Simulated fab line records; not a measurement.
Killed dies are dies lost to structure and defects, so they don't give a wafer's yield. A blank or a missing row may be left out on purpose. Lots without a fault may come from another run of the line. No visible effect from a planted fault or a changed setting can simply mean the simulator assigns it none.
fab line records    flow gf180mcu
[record] lots = 13  wafers = 39  lastDay = 34
route steps=602 shown CONTACT@288 M1@329 V1@335 M2@366
lots untouched by any fault: they come from a run of this same line in which no faults occurred
startH: start of the lot's first displayed wafer, in hours after the record's first day    waitH: hours elapsed since this lot's preceding step    " the same as in the row above    L1.1+2: several wafers, shown together as one row    - value missing, or start not given    * or withheld: withheld    < > ~ a bound
route shown NAME@n: names a module that has steps shown in the file, with the first one's number in the route    usual: mean/standard deviation of fault-free wafers    same: alike in all rows    chamber/n: place in a boat    sites: the reading at each site    _std_site: standard deviation across them    _edge_site: outer sites' mean less inner sites'    radiusMm: for every site, how far away it sits from the centre of the wafer    mask NAME#n: copy n    behind: tool/chamber where the wafer was last shaped    hold: cause of the lot's hold/its duration in hours/its outcome    device: transistor that didn't switch, given as n, p or np    end of line: the tests these same wafers got at the end of their route    a step without rows: its recipe alone    killed: dies that structure and defects cost at the first sort, which is not the same as the wafer's yield    map: a wafer's dies, marking killed ones x, the rest . and places with no die _
set.NAME: setting as actually run; set.NAME@STEP: the setting as run at that earlier step    model.NAME: the simulator's own value behind a step, which no gauge read
steps of the route over a sample of lots; a table a step, a row a wafer
services: the hour from which a tool's chamber was out of use, counted from the record's first day as startH (under 0 if before that day), plus the number of hours and why
[[steps]]
[step GF_CONTACT_THK_MEAS_01]
[recipe] reads = SiO2_of_CONTACT_CVD_00
[usual] CONTACT_CVD_00_THK = 301/3.2
lot.wafer  tool          chamber  startH  waitH  CONTACT_CVD_00_THK[nm]
L116.2     filmMetro-01  -        343.64  0.0    299
L116.3     "             -        "       "      302
L116.4     "             -        "       "      296
L117.1     filmMetro-03  -        350.97  0.0    301
L117.3     "             -        "       "      301
L117.5     "             -        "       "      300
L120.1     filmMetro-04  -        379.42  0.0    302
L120.2     "             -        "       "      303
L120.4     "             -        "       "      298
L121.1     filmMetro-04  -        390.97  0.0    295
L121.4     "             -        "       "      297
L121.5     "             -        "       "      305
L122.1     filmMetro-04  -        400.76  0.0    298
L122.3     "             -        "       "      301
L122.4     "             -        "       "      301
L123.1     filmMetro-01  -        412.28  0.0    304
L123.4     "             -        "       "      303
L123.5     "             -        "       "      304
L126.1     filmMetro-01  -        437.53  0.0    299
L126.3     "             -        "       "      296
L126.4     "             -        "       "      299
L127.1     filmMetro-03  -        448.54  0.0    304
L127.3     "             -        "       "      304
L127.6     "             -        "       "      301
L133.4     filmMetro-01  -        497.83  0.0    303
L133.5     "             -        "       "      304
L133.6     "             -        "       "      301
L134.2     filmMetro-01  -        501.53  0.0    299
L134.4     "             -        "       "      301
L134.6     "             -        "       "      306
L136.1     filmMetro-01  -        518.46  0.0    302
L136.4     "             -        "       "      297
L136.5     "             -        "       "      305
L137.2     filmMetro-03  -        526.18  0.0    304
L137.3     "             -        "       "      301
L137.6     "             -        "       "      298
L138.1     filmMetro-03  -        534.12  0.0    304
L138.5     "             -        "       "      303
L138.6     "             -        "       "      304
[step GF_M1_CD_MEAS_14]
[recipe] targetCdNm = 230
[usual] cdNm = 230.4/1.2
lot.wafer  tool      chamber  startH  waitH  cdNm
L116.2     cdSem-01  -        389.37  0.1    229.3
L116.3     "         -        "       "      230.9
L116.4     "         -        "       "      230.6
L117.1     cdSem-01  -        397.95  0.1    228.5
L117.3     "         -        "       "      229.3
L117.5     "         -        "       "      229.4
L120.1     cdSem-02  -        428.20  0.1    230.1
L120.2     "         -        "       "      230.5
L120.4     "         -        "       "      230.7
L121.1     cdSem-01  -        439.55  0.1    229.5
L121.4     "         -        "       "      229.7
L121.5     "         -        "       "      230.2
L122.1     cdSem-02  -        449.35  0.1    231.6
L122.3     "         -        "       "      230.1
L122.4     "         -        "       "      232.6
L123.1     cdSem-01  -        461.30  0.1    230.1
L123.4     "         -        "       "      229.1
L123.5     "         -        "       "      229.1
L126.1     cdSem-01  -        487.20  0.1    228.4
L126.3     "         -        "       "      229.1
L126.4     "         -        "       "      228.8
L127.1     cdSem-01  -        497.90  0.1    230.0
L127.3     "         -        "       "      231.2
L127.6     "         -        "       "      230.4
L133.4     cdSem-01  -        546.17  0.1    230.1
L133.5     "         -        "       "      229.4
L133.6     "         -        "       "      229.1
L134.2     cdSem-01  -        550.83  0.1    229.3
L134.4     "         -        "       "      229.8
L134.6     "         -        "       "      230.5
L136.1     cdSem-01  -        565.26  0.1    231.2
L136.4     "         -        "       "      230.9
L136.5     "         -        "       "      229.0
L137.2     cdSem-01  -        573.32  0.1    229.9
L137.3     "         -        "       "      230.9
L137.6     "         -        "       "      231.4
L138.1     cdSem-01  -        581.15  0.1    231.2
L138.5     "         -        "       "      232.2
L138.6     "         -        "       "      230.6
[step GF_V1_CVD_00]
[recipe] material = SiO2  targetThkNm = 600  sigmaOpenFrac = 0.3  tempC = 400  timeS = 100  sih4FlowSccm = 60  pressureMtorr = 6
[usual] sih4FlowSccm = 59.99/0.18
lot.wafer  tool       chamber  startH  waitH  sih4FlowSccm
L116.2     hdpcvd-02  0        390.17  0.0    60.00
L116.3     "          2        "       "      60.17
L116.4     "          1        "       "      60.12
L117.1     hdpcvd-01  2        398.80  0.0    60.14
L117.3     "          1        "       "      59.83
L117.5     "          2        "       "      60.26
L120.1     hdpcvd-01  2        429.15  0.0    59.93
L120.2     "          1        "       "      59.97
L120.4     "          2        "       "      59.96
L121.1     hdpcvd-02  2        440.49  0.0    60.18
L121.4     "          1        "       "      59.80
L121.5     "          0        "       "      60.25
L122.1     hdpcvd-01  1        450.28  0.0    59.81
L122.3     "          2        "       "      60.15
L122.4     "          0        "       "      60.25
L123.1     hdpcvd-02  1        462.15  0.0    59.81
L123.4     "          0        "       "      59.75
L123.5     "          1        "       "      60.05
L126.1     hdpcvd-01  1        488.16  0.0    48.27
L126.3     "          2        "       "      48.13
L126.4     "          1        "       "      48.03
L127.1     hdpcvd-01  0        498.89  0.0    47.75
L127.3     "          1        "       "      47.98
L127.6     "          0        "       "      47.81
L133.4     hdpcvd-02  1        546.96  0.0    59.90
L133.5     "          2        "       "      60.05
L133.6     "          0        "       "      60.01
L134.2     hdpcvd-02  1        551.63  0.0    59.99
L134.4     "          0        "       "      60.28
L134.6     "          1        "       "      59.89
L136.1     hdpcvd-02  2        566.08  0.0    60.20
L136.4     "          1        "       "      59.74
L136.5     "          0        "       "      60.04
L137.2     hdpcvd-01  1        574.12  0.0    59.95
L137.3     "          2        "       "      59.80
L137.6     "          0        "       "      60.00
L138.1     hdpcvd-01  2        581.97  0.0    60.00
L138.5     "          2        "       "      60.35
L138.6     "          1        "       "      60.06
[step GF_V1_THK_MEAS_01]
[recipe] reads = SiO2_of_V1_CVD_00
[usual] V1_CVD_00_THK = 605/5.6
lot.wafer  tool          chamber  startH  waitH  V1_CVD_00_THK[nm]
L116.2     filmMetro-02  -        390.25  0.0    601
L116.3     "             -        "       "      605
L116.4     "             -        "       "      606
L117.1     filmMetro-01  -        398.87  0.0    601
L117.3     "             -        "       "      602
L117.5     "             -        "       "      606
L120.1     filmMetro-01  -        429.22  0.0    608
L120.2     "             -        "       "      601
L120.4     "             -        "       "      606
L121.1     filmMetro-04  -        440.56  0.0    602
L121.4     "             -        "       "      602
L121.5     "             -        "       "      602
L122.1     filmMetro-02  -        450.35  0.0    595
L122.3     "             -        "       "      596
L122.4     "             -        "       "      605
L123.1     filmMetro-04  -        462.22  0.0    598
L123.4     "             -        "       "      596
L123.5     "             -        "       "      601
L126.1     filmMetro-02  -        488.23  0.0    477
L126.3     "             -        "       "      479
L126.4     "             -        "       "      482
L127.1     filmMetro-02  -        498.96  0.0    485
L127.3     "             -        "       "      486
L127.6     "             -        "       "      491
L133.4     filmMetro-02  -        547.03  0.0    600
L133.5     "             -        "       "      601
L133.6     "             -        "       "      600
L134.2     filmMetro-04  -        551.71  0.0    603
L134.4     "             -        "       "      604
L134.6     "             -        "       "      605
L136.1     filmMetro-04  -        566.16  0.0    604
L136.4     "             -        "       "      598
L136.5     "             -        "       "      596
L137.2     filmMetro-04  -        574.20  0.0    605
L137.3     "             -        "       "      607
L137.6     "             -        "       "      620
L138.1     filmMetro-04  -        582.04  0.0    605
L138.5     "             -        "       "      605
L138.6     "             -        "       "      598
[step GF_M2_SPUTTER_04]
[recipe] material = TiN  targetThkNm = 50  powerW = 6500  timeS = 41.7  chamberPressurePa = 0.4
[usual] chamberPressurePa = 0.4000/0.00082  throttleValvePct = 29.8/1.2
lot.wafer  tool           chamber  startH  waitH  chamberPressurePa  throttleValvePct
L116.2     pvdSputter-02  -        416.00  0.0    0.4013             27.1
L116.3     "              -        "       "      0.3996             29.7
L116.4     "              -        "       "      0.4012             31.8
L117.1     pvdSputter-04  -        424.43  0.0    0.4006             28.1
L117.3     "              -        "       "      0.3994             31.4
L117.5     "              -        "       "      0.3995             31.4
L120.1     pvdSputter-01  -        455.18  0.0    0.4006             29.5
L120.2     "              -        "       "      0.4004             30.0
L120.4     "              -        "       "      0.3992             30.5
L121.1     pvdSputter-02  -        466.64  0.0    0.4005             27.4
L121.4     "              -        "       "      0.4001             29.5
L121.5     "              -        "       "      0.4008             27.5
L122.1     pvdSputter-04  -        475.58  0.0    0.3997             28.0
L122.3     "              -        "       "      0.4001             31.5
L122.4     "              -        "       "      0.4011             30.0
L123.1     pvdSputter-04  -        488.00  0.0    0.3998             29.9
L123.4     "              -        "       "      0.3993             28.1
L123.5     "              -        "       "      0.3989             30.0
L126.1     pvdSputter-01  -        513.93  0.0    0.4003             29.5
L126.3     "              -        "       "      0.4002             30.6
L126.4     "              -        "       "      0.4001             29.5
L127.1     pvdSputter-02  -        524.67  0.0    0.3991             31.7
L127.3     "              -        "       "      0.3998             29.7
L127.6     "              -        "       "      0.3994             27.4
L133.4     pvdSputter-04  -        571.70  0.0    0.3995             28.2
L133.5     "              -        "       "      0.3985             31.6
L133.6     "              -        "       "      0.3993             29.8
L134.2     pvdSputter-02  -        576.57  0.0    0.3998             27.8
L134.4     "              -        "       "      0.4004             29.5
L134.6     "              -        "       "      0.4002             29.8
L136.1     pvdSputter-01  -        590.32  0.0    0.4014             29.5
L136.4     "              -        "       "      0.3993             29.8
L136.5     "              -        "       "      0.4019             29.7
L137.2     pvdSputter-04  -        598.39  0.0    0.3998             31.8
L137.3     "              -        "       "      0.3998             28.4
L137.6     "              -        "       "      0.4001             28.2
L138.1     pvdSputter-04  -        605.31  0.0    0.3998             28.5
L138.5     "              -        "       "      0.4002             29.9
L138.6     "              -        "       "      0.3992             29.7
[[services]]
tool           chamber  startH  hours  kind
hdpcvd-02      -        430.79  1.3    repair
hdpcvd-02      -        481.96  0.8    repair
pvdSputter-01  1        516.22  -      consumableReplace:kit
pvdSputter-04  2        524.38  -      consumableReplace:kit
pvdSputter-04  2        524.38  18.0   scheduledDown
pvdSputter-04  2        524.38  18.0   ventCycle
hdpcvd-01      0        537.99  20.2   repair
hdpcvd-01      -        539.25  15.0   pm
hdpcvd-01      0        539.25  18.9   ventCycle
hdpcvd-01      1        539.25  15.0   ventCycle
hdpcvd-01      2        539.25  15.0   ventCycle
pvdSputter-02  -        548.79  4.1    repair
hdpcvd-01      0        554.25  -      clean
hdpcvd-01      1        554.25  -      clean
hdpcvd-01      2        554.25  -      clean
hdpcvd-02      -        559.11  0.7    repair
pvdSputter-02  -        572.94  3.3    repair
pvdSputter-04  -        580.08  1.3    repair
pvdSputter-02  2        581.52  -      consumableReplace:kit
pvdSputter-02  2        581.52  18.0   scheduledDown
pvdSputter-02  2        581.52  18.0   ventCycle
hdpcvd-02      -        594.76  2.5    repair
hdpcvd-02      -        601.18  6.0    pm
pvdSputter-02  -        601.36  2.6    repair
[[key]]
[firstSign] step = GF_V1_CVD_00  reading = sih4FlowSccm  direction = down  sigmas = 67  usual = 59.99  struck = 47.99
[effect] step = GF_V1_THK_MEAS_01  reading = V1_CVD_00_THK  direction = down  sigmas = 21  usual = 605  struck = 483
metAt GF_V1_CVD_00
struckLots L126,L127
notActingAt GF_CONTACT_THK_MEAS_01,GF_M1_CD_MEAS_14,GF_M2_SPUTTER_04
onsetBetween 450.28 488.16
[fault] kind = processParameterDrift  tool = hdpcvd-01  chamber = -  onsetH = 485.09  steps = GF_V1_CVD_00  channel = sih4FlowSccm  offset = -12  shape = step  endH = 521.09  actsIn = theseRecipesOnly  stated = 60
